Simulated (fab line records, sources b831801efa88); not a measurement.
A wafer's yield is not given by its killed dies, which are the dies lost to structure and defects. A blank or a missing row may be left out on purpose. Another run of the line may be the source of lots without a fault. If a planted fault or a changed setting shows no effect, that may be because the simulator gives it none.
Which tool was responsible? | flow sky130 | 12 lots with 36 wafers sampled at 6 steps, on a route of 708 steps

WHAT THE GAUGES READ, wafer by wafer
SKY_FIELD_ISO_THK_MEAS_23. Usual: FIELD_ISO_OXIDATION_01_THK 10.08 nm, standard deviation 0.21.
lot  | measured    | on            | FIELD_ISO_OXIDATION_01_THK (nm) | flag
L608 | day 2 07:35 | film_metro-02 | 10.50 10.41 10.32               |
L610 | day 2 20:01 | film_metro-02 | 9.94 10.02 10.14                |
L611 | day 3 00:04 | film_metro-03 | 10.14 10.37 10.22               |
L613 | day 3 08:49 | film_metro-03 | 10.42 10.23 10.40               |
L614 | day 3 16:45 | film_metro-03 | 10.28 10.45 10.49               |
L615 | day 3 20:19 | film_metro-03 | 10.10 10.25 10.07               |
L621 | day 5 04:38 | film_metro-01 | 9.85 10.08 9.99                 |
L622 | day 5 06:59 | film_metro-01 | 9.73 9.58 9.50                  |
L623 | day 5 12:44 | film_metro-02 | 10.13 9.98 10.21                |
L625 | day 6 00:59 | film_metro-02 | 9.90 9.95 10.17                 |
L627 | day 6 10:25 | film_metro-03 | 10.07 9.93 10.10                |
L631 | day 7 06:43 | film_metro-03 | 10.11 10.11 10.07               |

SKY_VT_ADJUST_NCORE_CD_MEAS_07: target cd 380 nm. Usual: 380.1 nm for cd_nm, sd 2.4.
lot  | measured     | on        | cd_nm (nm)                          | flag
L608 | day 8 13:15  | cd_sem-02 | 382.3 380.9 377.8                   |
L610 | day 9 06:19  | cd_sem-01 | 381.2 381.1 380.3                   |
L611 | day 9 12:08  | cd_sem-01 | 377.1 375.0 376.9                   |
L613 | day 9 23:23  | cd_sem-01 | 377.5 377.8 375.6                   |
L614 | day 10 07:26 | cd_sem-02 | 381.1 380.8 381.1                   |
L615 | day 10 13:19 | cd_sem-02 | 382.0 380.8 382.8                   |
L621 | day 12 09:41 | cd_sem-01 | 379.5 378.6 378.6                   |
L622 | day 12 15:38 | cd_sem-01 | 374.5 376.8 373.7                   |
L623 | day 12 20:41 | cd_sem-02 | 379.1 380.3 380.1                   |
L625 | day 13 13:07 | cd_sem-01 | 368.3 366.9 370.6 368.7 366.7 370.7 | OFF
L627 | day 14 04:59 | cd_sem-02 | 361.3 360.8 363.0 361.6 360.9 363.1 | OFF
L631 | day 15 06:45 | cd_sem-01 | 381.3 381.5 380.1                   |

SKY_VT_ADJUST_HVTR_OVL_MEAS_08. Usual: VT_ADJUST_HVTR_OVL 1.2 nm, standard deviation 1.2.
lot  | measured     | on         | VT_ADJUST_HVTR_OVL (nm) | flag
L608 | day 9 10:25  | overlay-02 | 1.7 2.3 0.3             |
L610 | day 10 04:28 | overlay-01 | 1.7 1.7 2.2             |
L611 | day 10 10:35 | overlay-02 | 2.1 1.3 2.2             |
L613 | day 10 21:54 | overlay-01 | -1.4 2.2 0.3            |
L614 | day 11 06:04 | overlay-02 | -0.2 0.7 -1.5           |
L615 | day 11 13:18 | overlay-02 | 1.5 1.2 1.5             |
L621 | day 13 10:33 | overlay-02 | 2.2 0.4 1.1             |
L622 | day 13 16:31 | overlay-01 | 0.4 1.9 -0.1            |
L623 | day 13 22:58 | overlay-01 | 1.2 1.0 0.0             |
L625 | day 14 16:01 | overlay-02 | 1.9 3.1 3.9             |
L627 | day 15 08:04 | overlay-02 | 1.7 1.3 0.3             |
L631 | day 16 09:21 | overlay-02 | 2.5 1.8 2.9             |

SKY_SONOS_TUNNEL_CD_MEAS_07: target cd 410 nm. Usual: 411.1 nm for cd_nm, sd 2.5.
lot  | measured     | on        | cd_nm (nm)        | flag
L608 | day 11 07:32 | cd_sem-02 | 407.6 409.7 408.1 |
L610 | day 12 03:24 | cd_sem-01 | 408.2 408.1 408.8 |
L611 | day 12 10:05 | cd_sem-02 | 415.3 417.0 413.2 |
L613 | day 12 22:07 | cd_sem-01 | 407.0 408.7 409.5 |
L614 | day 13 06:49 | cd_sem-02 | 411.3 414.3 414.1 |
L615 | day 13 14:23 | cd_sem-02 | 413.9 414.3 414.7 |
L621 | day 15 15:50 | cd_sem-01 | 412.3 412.7 413.3 |
L622 | day 15 20:47 | cd_sem-02 | 412.6 413.2 411.9 |
L623 | day 16 04:23 | cd_sem-02 | 408.4 407.0 407.6 |
L625 | day 16 21:41 | cd_sem-01 | 407.9 409.2 409.0 |
L627 | day 17 15:57 | cd_sem-01 | 414.1 412.0 413.9 |
L631 | day 18 20:28 | cd_sem-01 | 409.9 410.0 408.1 |

EACH LOT AND THE TOOL THAT RAN IT (in order: tool; ch and the chambers of the sampled wafers; start)
lot  | SKY_VT_ADJUST_NCORE_COAT_02       | SKY_VT_ADJUST_NCORE_STRIP_10
L608 | litho_track-01 ch 0, day 8 03:35  | plasma_asher-04 ch 0,1, day 8 13:33
L610 | litho_track-02 ch 0, day 8 19:35  | plasma_asher-04 ch 0,1, day 9 06:36
L611 | litho_track-02 ch 0, day 9 01:19  | plasma_asher-01 ch 0,1, day 9 12:27
L613 | litho_track-02 ch 0, day 9 12:37  | plasma_asher-04 ch 0,1, day 9 23:41
L614 | litho_track-03 ch 0, day 9 19:56  | plasma_asher-04 ch 0,1, day 10 07:45
L615 | litho_track-02 ch 0, day 10 01:34 | plasma_asher-03 ch 0,1, day 10 13:37
L621 | litho_track-01 ch 0, day 11 21:11 | plasma_asher-03 ch 0,1, day 12 09:59
L622 | litho_track-02 ch 0, day 12 03:16 | plasma_asher-03 ch 0,1, day 12 15:57
L623 | litho_track-03 ch 0, day 12 08:17 | plasma_asher-03 ch 0,1, day 12 20:59
L625 | litho_track-02 ch 0, day 13 00:28 | plasma_asher-01 ch 0,1, day 13 23:29
L627 | litho_track-02 ch 0, day 13 15:55 | plasma_asher-01 ch 0,1, day 14 08:31
L631 | litho_track-03 ch 0, day 14 17:01 | plasma_asher-04 ch 0, day 15 07:02
- SKY_VT_ADJUST_NCORE_COAT_02: resist thk 1140 nm.
- SKY_VT_ADJUST_NCORE_STRIP_10: strips in O2/N2.

WHAT THE TOOLS THEMSELVES READ (means of the sampled wafers that have a number; where no wafer has one, the mark that the record gives instead)
SKY_VT_ADJUST_NCORE_STRIP_10. Usual: drypump_motor_current_A 5.7 A, standard deviation 0.62; oes_product_au 0.716 a.u., standard deviation 0.0047; strip_time_to_endpoint_s 14.18 s, standard deviation 0.045.
lot  | tool            | drypump_motor_current_A (A) | oes_product_au (a.u.) | strip_time_to_endpoint_s (s) | flag
L608 | plasma_asher-04 | 6.4                         | 0.720                 | 14.17                        |
L610 | plasma_asher-04 | 6.1                         | 0.707                 | 14.20                        |
L611 | plasma_asher-01 | 5.1                         | 0.712                 | 14.19                        |
L613 | plasma_asher-04 | 6.3                         | 0.711                 | 14.18                        |
L614 | plasma_asher-04 | 6.1                         | 0.716                 | 14.18                        |
L615 | plasma_asher-03 | 5.4                         | 0.718                 | 14.15                        |
L621 | plasma_asher-03 | 5.5                         | 0.715                 | 14.11                        |
L622 | plasma_asher-03 | 5.5                         | 0.716                 | 14.19                        |
L623 | plasma_asher-03 | 5.4                         | 0.716                 | 14.23                        |
L625 | plasma_asher-01 | 5.1                         | 0.714                 | 16.47                        | OFF
L627 | plasma_asher-01 | 4.9                         | 0.719                 | 16.34                        | OFF
L631 | plasma_asher-04 | 6.6                         | 0.716                 | 14.16                        |

THE ANSWER, worked out from the rows above alone
Rule: a lot counts as off when the mean over its wafers that have a number is more than 3 standard deviations away from the usual mean. Also off: a lot with no number at a reading for which 4 or more lots have one. All remaining lots with rows at the step are treated as sound. First the gauges in route order, then the tools' own readings, where a lot's mean is used as printed above. At the first step where some lot is off, the reading lying furthest off is the one used; lots without a number count as furthest.
Off: L625, L627, at SKY_VT_ADJUST_NCORE_CD_MEAS_07 (cd_nm).
A tool fits if, at a process step before that reading, it ran every lot that is off, and no sound lot after the first of them. Not tried: the gauges at SKY_VT_ADJUST_NCORE_CD_MEAS_07; whatever is off there is also off at SKY_VT_ADJUST_NCORE_STRIP_10, on other tools, and gauge error can't account for it. One candidate fits, namely litho_track-02 at SKY_VT_ADJUST_NCORE_COAT_02. Its last sound lot is L622 (day 12 03:16), its first lot that is off L625 (day 13 00:28): a fault that began between those two fits.

WHAT HAD BEEN PUT IN BY THE SIMULATOR
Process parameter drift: litho_track-02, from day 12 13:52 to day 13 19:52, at SKY_VT_ADJUST_NCORE_COAT_02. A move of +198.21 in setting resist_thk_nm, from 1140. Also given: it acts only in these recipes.
Shown lots that were struck: L625, L627. This agrees with what the rule above found.
